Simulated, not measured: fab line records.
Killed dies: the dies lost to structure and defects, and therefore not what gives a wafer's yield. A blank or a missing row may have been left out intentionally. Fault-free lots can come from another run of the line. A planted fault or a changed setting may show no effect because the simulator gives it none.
What tool caused it? -- flow sfqLine -- 21 wafers from 7 lots sampled at 4 of the route's 325 steps

## WHAT THE GAUGES SHOWED, per wafer
SFQ_M8_OVL_MEAS_948.
lot,measured,on,M8_OVL (nm)
L698,day 91 08:13,overlay-02,-15 -4 -15
L701,day 92 12:14,overlay-01,1 -2 -3
L704,day 93 00:14,overlay-02,-2 -1 -6
L707,day 93 12:14,overlay-02,-4 -6 3
L709,day 94 22:15,overlay-01,9 5 1
L712,day 95 15:02,overlay-02,-12 -11 -5
L716,day 97 21:38,overlay-02,9 3 -1

## WHICH TOOL RAN EACH LOT (tool, then ch and the chambers of the sampled wafers, then the start)
lot,SFQ_TRILAYER_M2_ETCH_METAL_ETCH_060,SFQ_TRILAYER_A5B_DEP_PECVD_129,SFQ_TRILAYER_I6_METRO_MEASURE_167
L698,"rieMetal-03 ch 0,1, day 41 09:43","pecvd-03 ch 0,1,2, day 71 05:59","filmMetro-01, day 78 13:13"
L701,"rieMetal-04 ch 0,1, day 43 12:07","pecvd-04 ch 0,1, day 73 04:54","filmMetro-03, day 79 07:13"
L704,"rieMetal-04 ch 0,1, day 44 08:31","pecvd-03 ch 1,2, day 74 03:42","filmMetro-03, day 79 22:53"
L707,"rieMetal-04 ch 0,1, day 45 15:27","pecvd-02 ch 1,2, day 74 21:44","filmMetro-02, day 80 15:21"
L709,"rieMetal-03 ch 0,1, day 46 20:54","pecvd-02 ch 0,1,2, day 76 17:50","filmMetro-03, day 81 21:31"
L712,"rieMetal-03 ch 0,1, day 47 21:09","pecvd-02 ch 0,1,2, day 77 02:14","filmMetro-03, day 83 02:28"
L716,"rieMetal-03 ch 0, day 48 23:03","pecvd-03 ch 0,2, day 77 10:38","filmMetro-01, day 86 12:16"
- SFQ_TRILAYER_M2_ETCH_METAL_ETCH_060: etches Nb in Cl2/Ar, stops on SiO2, target depth 240 nm, time 120 s.
- SFQ_TRILAYER_A5B_DEP_PECVD_129: deposits SiO2 from SiH4/N2O, time 133.33 s, target thk 600 nm.
- SFQ_TRILAYER_I6_METRO_MEASURE_167

## THE ANSWER, worked out from the rows above alone
Rule: usual is defined by the lots themselves. The widest of any qualifying gaps counts: lots, ordered by their means at a reading, are off when they make up no more than a third of the lots, leave a main group of 4 or more, and stand apart from it by 3 or more times the standard deviation of that group's means. The tables above print the reading to a certain number of digits; a main group whose means all agree to those digits is not used. Also off: a lot with no number at a reading for which 4 or more lots have one. Any other lot the step has rows for is counted as sound.
No lot is off at any reading shown: from this, nothing can be told.

## WHAT THE SIMULATOR HAD INSERTED
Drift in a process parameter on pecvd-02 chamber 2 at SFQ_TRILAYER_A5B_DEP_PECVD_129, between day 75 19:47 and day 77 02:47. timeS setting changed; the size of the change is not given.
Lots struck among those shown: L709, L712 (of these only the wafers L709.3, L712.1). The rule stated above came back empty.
